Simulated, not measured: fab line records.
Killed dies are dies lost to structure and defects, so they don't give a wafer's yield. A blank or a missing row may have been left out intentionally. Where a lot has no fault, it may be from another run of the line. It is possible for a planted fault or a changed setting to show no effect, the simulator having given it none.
What tool caused it?    flow sky130    Sampling: 24 lots, 72 wafers, 6 of 708 route steps

WHAT THE GAUGES READ, wafer by wafer
SKY_VIA2_THK_MEAS_23: measures by xrf.
lot   measured      on             VIA2_W_THK (nm)
L074  day 35 23:34  film-metro-04  414 415 412
L075  day 36 16:28  film-metro-02  393 393 387
L076  day 36 20:20  film-metro-04  396 397 403
L077  day 37 03:18  film-metro-04  412 402 412
L078  day 37 11:08  film-metro-04  401 400 397
L079  day 37 23:26  film-metro-04  398 392 398
L082  day 38 17:06  film-metro-04  404 406 402
L081  day 38 18:47  film-metro-04  402 402 397
L080  day 38 19:28  film-metro-02  395 401 390
L083  day 39 06:58  film-metro-04  398 398 401
L084  day 39 15:09  film-metro-04  399 409 400
L085  day 39 18:49  film-metro-02  391 394 392
L086  day 40 02:42  film-metro-04  396 405 397
L087  day 40 06:12  film-metro-01  402 400 401
L088  day 40 11:55  film-metro-04  395 398 403
L089  day 40 21:19  film-metro-04  403 399 400
L090  day 41 07:11  film-metro-01  406 411 405
L091  day 41 10:25  film-metro-02  394 391 390
L092  day 41 11:17  film-metro-01  415 409 410
L093  day 42 06:14  film-metro-02  389 397 398
L094  day 42 08:43  film-metro-04  398 403 400
L095  day 42 12:23  film-metro-04  402 399 403
L096  day 42 15:10  film-metro-02  393 390 396
L097  day 44 06:56  film-metro-01  410 400 406

SKY_CAPM_OVL_MEAS_12.
lot   measured      on          CAPM_OVL (nm)
L074  day 37 01:47  overlay-01  -0.4 0.3 -0.7
L075  day 37 18:59  overlay-02  1.3 2.5 3.1
L076  day 37 22:21  overlay-02  1.2 2.0 0.1
L077  day 38 05:07  overlay-02  -1.1 -0.1 -0.8
L078  day 38 13:19  overlay-01  -2.1 -2.6 -2.7
L079  day 39 01:25  overlay-01  -0.5 -0.4 -0.7
L082  day 39 18:32  overlay-02  2.6 0.4 0.4
L081  day 39 19:22  overlay-02  0.1 -1.2 -3.2
L080  day 39 20:21  overlay-01  -4.7 -2.5 -2.2
L083  day 40 08:04  overlay-01  -2.3 -1.9 -1.7
L084  day 40 15:29  overlay-01  -1.2 -1.8 -1.6
L085  day 40 19:23  overlay-01  -1.0 0.3 -2.0
L086  day 41 02:58  overlay-02  -1.5 -2.8 -1.1
L087  day 41 05:40  overlay-02  -1.3 -0.8 -1.0
L088  day 41 09:46  overlay-01  0.0 0.2 1.0
L089  day 41 18:04  overlay-02  -1.5 -0.8 -0.1
L090  day 42 08:11  overlay-02  -0.7 -1.3 -1.6
L091  day 42 13:13  overlay-01  -0.6 -0.3 -1.1
L092  day 42 13:41  overlay-02  -1.5 -0.3 -0.7
L093  day 43 05:34  overlay-02  -2.3 0.3 -1.6
L094  day 43 07:55  overlay-02  2.1 0.2 -2.1
L095  day 43 11:52  overlay-01  1.6 0.7 0.4
L096  day 43 14:11  overlay-02  -0.3 0.0 -1.1
L097  day 45 05:40  overlay-02  1.3 2.6 -0.4

SKY_VIA3_CD_MEAS_12 targets a cd of 200 nm.
lot   measured      on         cd-nm (nm)
L074  day 39 06:08  cd-sem-02  201.1 201.6 201.7
L075  day 39 23:35  cd-sem-02  199.3 200.8 200.6
L076  day 40 02:29  cd-sem-01  200.0 199.2 199.0
L077  day 40 09:14  cd-sem-02  199.7 200.3 198.7
L078  day 40 16:37  cd-sem-02  199.6 199.9 199.5
L079  day 41 03:19  cd-sem-02  198.6 200.7 198.2
L082  day 42 05:13  cd-sem-01  202.4 200.3 200.8
L081  day 42 05:24  cd-sem-02  198.6 199.9 199.6
L080  day 42 06:33  cd-sem-01  200.1 200.8 199.1
L083  day 42 11:35  cd-sem-02  199.1 201.1 200.4
L084  day 42 13:36  cd-sem-01  201.6 203.3 203.0
L085  day 42 17:19  cd-sem-02  199.8 200.0 200.2
L086  day 42 22:39  cd-sem-02  198.4 197.2 198.2
L087  day 43 05:55  cd-sem-01  200.1 199.9 200.8
L088  day 43 10:08  cd-sem-02  200.3 201.0 201.6
L089  day 43 18:15  cd-sem-02  202.4 200.7 199.9
L090  day 44 08:17  cd-sem-01  201.9 201.7 200.9
L091  day 44 13:28  cd-sem-02  199.9 200.8 199.6
L092  day 44 13:40  cd-sem-02  200.1 199.8 199.5
L093  day 45 04:38  cd-sem-02  202.1 200.6 200.4
L094  day 45 06:49  cd-sem-02  199.6 200.8 200.4
L095  day 45 10:16  cd-sem-02  197.8 199.1 199.3
L096  day 45 12:49  cd-sem-02  199.6 198.8 198.1
L097  day 47 00:20  cd-sem-01  199.3 198.1 198.6

EACH LOT AND THE TOOL THAT RAN IT (in order: tool; ch and the chambers of the sampled wafers; start)
lot   SKY_VIA1_ETCH_14                    SKY_METAL2_SPUTTER_01         SKY_METAL3_ETCH_17
L074  rie-diel-04 ch 1,2, day 33 14:14    pvd-sputter-01, day 33 15:35  rie-diel-02 ch 0,1, day 38 03:38
L075  rie-diel-02 ch 0,2, day 34 07:46    pvd-sputter-01, day 34 09:08  rie-diel-04 ch 0,1, day 38 22:04
L076  rie-diel-01 ch 0,1, day 34 11:31    pvd-sputter-02, day 34 12:53  rie-diel-03 ch 1,2, day 39 00:55
L077  rie-diel-01 ch 0,1,2, day 34 18:43  pvd-sputter-04, day 34 20:03  rie-diel-04 ch 0,1,2, day 39 07:23
L078  rie-diel-04 ch 0,1,2, day 35 03:58  pvd-sputter-04, day 35 05:18  rie-diel-04 ch 1,3, day 39 14:47
L079  rie-diel-01 ch 0,2,3, day 35 15:44  pvd-sputter-04, day 35 17:05  rie-diel-03 ch 0,2,3, day 40 02:07
L082  rie-diel-02 ch 1,3, day 36 10:32    pvd-sputter-01, day 36 11:55  rie-diel-03 ch 1,2,3, day 40 19:01
L081  rie-diel-01 ch 1,2, day 36 11:56    pvd-sputter-04, day 36 13:19  rie-diel-02 ch 0,2, day 40 20:10
L080  rie-diel-02 ch 1,2, day 36 12:53    pvd-sputter-01, day 36 14:13  rie-diel-02 ch 0,1, day 40 21:11
L083  rie-diel-01 ch 1,2,3, day 37 00:20  pvd-sputter-01, day 37 01:40  rie-diel-03 ch 1,2,3, day 41 07:25
L084  rie-diel-01 ch 0,1,2, day 37 09:19  pvd-sputter-02, day 37 10:39  rie-diel-03 ch 1,2, day 41 12:17
L085  rie-diel-01 ch 0,1,2, day 37 12:20  pvd-sputter-02, day 37 13:43  rie-diel-04 ch 1,2,3, day 41 16:47
L086  rie-diel-04 ch 1,2, day 37 20:17    pvd-sputter-04, day 37 21:40  rie-diel-02 ch 0,1, day 41 23:55
L087  rie-diel-02 ch 0,1,2, day 37 23:43  pvd-sputter-02, day 38 01:05  rie-diel-02 ch 1,3, day 42 05:26
L088  rie-diel-02 ch 0,2, day 38 07:14    pvd-sputter-04, day 38 08:37  rie-diel-02 ch 0,1,2, day 42 09:46
L089  rie-diel-04 ch 0,1,2, day 38 16:02  pvd-sputter-04, day 38 18:05  rie-diel-04 ch 0,1,3, day 42 18:32
L090  rie-diel-02 ch 0,1,2, day 39 03:29  pvd-sputter-04, day 39 04:50  rie-diel-03 ch 0,1,2, day 43 07:59
L091  rie-diel-02 ch 0,1,3, day 39 07:29  pvd-sputter-02, day 39 08:50  rie-diel-04 ch 0,1,3, day 43 12:46
L092  rie-diel-01 ch 1,2,3, day 39 10:25  pvd-sputter-02, day 39 11:45  rie-diel-02 ch 0,1,2, day 43 13:07
L093  rie-diel-04 ch 0,1,2, day 39 17:26  pvd-sputter-04, day 39 18:49  rie-diel-02 ch 0,1,2, day 44 05:17
L094  rie-diel-04 ch 1,2, day 39 22:23    pvd-sputter-01, day 39 23:46  rie-diel-02 ch 0,1, day 44 07:52
L095  rie-diel-01 ch 0,3, day 40 03:31    pvd-sputter-01, day 40 04:53  rie-diel-02 ch 1,2,3, day 44 10:44
L096  rie-diel-02 ch 1,2, day 40 15:20    pvd-sputter-01, day 40 16:43  rie-diel-04 ch 0,2,3, day 44 13:52
L097  rie-diel-04 ch 2,3, day 42 04:50    pvd-sputter-04, day 42 06:10  rie-diel-03 ch 0,1,2, day 46 03:01
- SKY_VIA1_ETCH_14: etches BARC in N2/H2, stops on SiO2, time 45.9 s, target depth 60 nm.
- SKY_METAL2_SPUTTER_01: material TiN, target thk 20 nm, time 16.7 s.
- SKY_METAL3_ETCH_17: etches SiO2 in C4F8/O2/Ar, stops on TiN, time 3.707 s, target depth 15 nm.

WHAT THE TOOLS THEMSELVES READ (means of the sampled wafers that have a number; where no wafer has one, the mark that the record gives instead)
SKY_VIA1_ETCH_14.
lot   tool         bias-w (W)  drypump-motor-current-A (A)  oes-product-au (a.u.)  throttle-valve-pct (%)
L074  rie-diel-04  100.1       6.2                          0.855                  13.224
L075  rie-diel-02  100.2       6.1                          0.854                  13.222
L076  rie-diel-01  99.6        5.7                          0.854                  13.207
L077  rie-diel-01  100.2       5.8                          0.858                  13.223
L078  rie-diel-04  100.0       6.1                          0.858                  13.234
L079  rie-diel-01  100.2       5.6                          0.857                  13.216
L082  rie-diel-02  99.7        5.2                          0.860                  13.223
L081  rie-diel-01  99.9        5.7                          0.855                  13.220
L080  rie-diel-02  100.3       5.9                          0.861                  13.227
L083  rie-diel-01  99.9        5.5                          0.856                  13.222
L084  rie-diel-01  100.2       5.8                          0.858                  13.216
L085  rie-diel-01  100.2       5.8                          0.855                  13.225
L086  rie-diel-04  99.7        6.2                          0.857                  13.219
L087  rie-diel-02  100.1       5.8                          0.862                  13.234
L088  rie-diel-02  100.0       6.1                          0.856                  13.227
L089  rie-diel-04  100.0       6.1                          0.853                  13.218
L090  rie-diel-02  100.1       5.8                          0.856                  13.238
L091  rie-diel-02  100.2       5.5                          0.858                  13.219
L092  rie-diel-01  99.8        5.5                          0.853                  13.230
L093  rie-diel-04  100.1       6.1                          0.853                  13.225
L094  rie-diel-04  99.9        6.2                          0.854                  13.231
L095  rie-diel-01  100.2       5.3                          0.855                  13.227
L096  rie-diel-02  99.8        5.6                          0.858                  13.230
L097  rie-diel-04  100.2       5.9                          0.854                  13.231

SKY_METAL2_SPUTTER_01.
lot   tool            throttle-valve-pct (%)
L074  pvd-sputter-01  30.8
L075  pvd-sputter-01  31.0
L076  pvd-sputter-02  29.6
L077  pvd-sputter-04  29.7
L078  pvd-sputter-04  30.3
L079  pvd-sputter-04  29.7
L082  pvd-sputter-01  30.7
L081  pvd-sputter-04  31.5
L080  pvd-sputter-01  30.6
L083  pvd-sputter-01  30.5
L084  pvd-sputter-02  29.7
L085  pvd-sputter-02  29.9
L086  pvd-sputter-04  32.0
L087  pvd-sputter-02  30.0
L088  pvd-sputter-04  30.5
L089  pvd-sputter-04  29.5
L090  pvd-sputter-04  29.6
L091  pvd-sputter-02  29.6
L092  pvd-sputter-02  30.0
L093  pvd-sputter-04  30.9
L094  pvd-sputter-01  30.8
L095  pvd-sputter-01  30.9
L096  pvd-sputter-01  30.3
L097  pvd-sputter-04  30.9

SKY_METAL3_ETCH_17.
lot   tool         bias-w (W)  oes-product-au (a.u.)
L074  rie-diel-02  1199        0.780
L075  rie-diel-04  1201        0.775
L076  rie-diel-03  1199        0.772
L077  rie-diel-04  1200        0.778
L078  rie-diel-04  1202        0.771
L079  rie-diel-03  1202        0.771
L082  rie-diel-03  1200        0.771
L081  rie-diel-02  1197        0.768
L080  rie-diel-02  1204        0.784
L083  rie-diel-03  1201        0.776
L084  rie-diel-03  1198        0.778
L085  rie-diel-04  1202        0.770
L086  rie-diel-02  1198        0.776
L087  rie-diel-02  1200        0.777
L088  rie-diel-02  1202        0.772
L089  rie-diel-04  1198        0.768
L090  rie-diel-03  1202        0.766
L091  rie-diel-04  1200        0.764
L092  rie-diel-02  1200        0.775
L093  rie-diel-02  1204        0.775
L094  rie-diel-02  1204        0.769
L095  rie-diel-02  1203        0.770
L096  rie-diel-04  1198        0.766
L097  rie-diel-03  1201        0.767

THE ANSWER, worked out from the rows above alone
Rule: usual is defined by the lots themselves. The widest of any qualifying gaps counts: lots, ordered by their means at a reading, are off when they make up no more than a third of the lots, leave a main group of 4 or more, and stand apart from it by 3 or more times the standard deviation of that group's means. A main group whose means are all the same, to the digits that the tables above print for the reading, isn't used. Also off: a lot with no number at a reading for which 4 or more lots have one. All remaining lots with rows at the step are treated as sound. The gauges are gone through in route order, then the tools' own readings, and for those a lot's mean is taken as printed above. At the first step where some lot is off, the reading lying furthest off is the one used; lots without a number count as furthest.
No lot is off on any of the readings shown, so nothing can be concluded from this.

WHAT THE SIMULATOR HAD PUT IN
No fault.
